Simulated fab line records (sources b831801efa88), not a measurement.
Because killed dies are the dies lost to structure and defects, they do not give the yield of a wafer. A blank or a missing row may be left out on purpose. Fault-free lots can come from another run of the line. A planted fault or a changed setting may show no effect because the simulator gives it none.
Chamber matching ; flow gf180mcu ; GF_PASSIVATION_ETCH_11 on rie_diel-01: 4 sister chambers
The step etches the open film in CF4/O2, stops on TiN, target depth 1800 nm, time 400 s. 4 wafers are shown with their chamber, then 7 later ones without.

## EACH WAFER AND ITS CHAMBER
wafer;chamber;drypump_motor_current_A (A)
L630.2;0;5.6
L630.4;3;5.9
L631.2;2;6.0
L631.4;1;6.4

## WAFERS WITHOUT THEIR CHAMBER
wafer;drypump_motor_current_A (A)
L631.6;6.4
L632.1;5.7
L632.3;6.4
L632.4;5.9
L633.3;5.9
L633.4;5.7
L633.6;5.9

## CHAMBER TAKEN BY EACH
wafer;from the rows above;in truth
L631.6;1;1
L632.1;can't be placed: 0 or 3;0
L632.3;1;1
L632.4;can't be placed: 3 or 2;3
L633.3;can't be placed: 3 or 2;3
L633.4;can't be placed: 0 or 3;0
L633.6;can't be placed: 3 or 2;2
Correct placement for 2 of the 7. From these rows, 5 cannot be placed; in 5 the true chamber is one of the candidates. Placed wrongly: 0.
How it was worked out, from the rows above alone: a wafer's distance from a chamber is the root of the sum, over the readings, of the square of ((its reading less the chamber's mean) divided by the reading's scatter). The wafer belongs to the nearest chamber; if the next one is less than 2 further off, it can't be placed. A chamber's mean is the mean of its shown wafers. The scatter: with one shown wafer a chamber, the root of the mean of the squares of how far each hidden wafer lies from its nearest shown one.
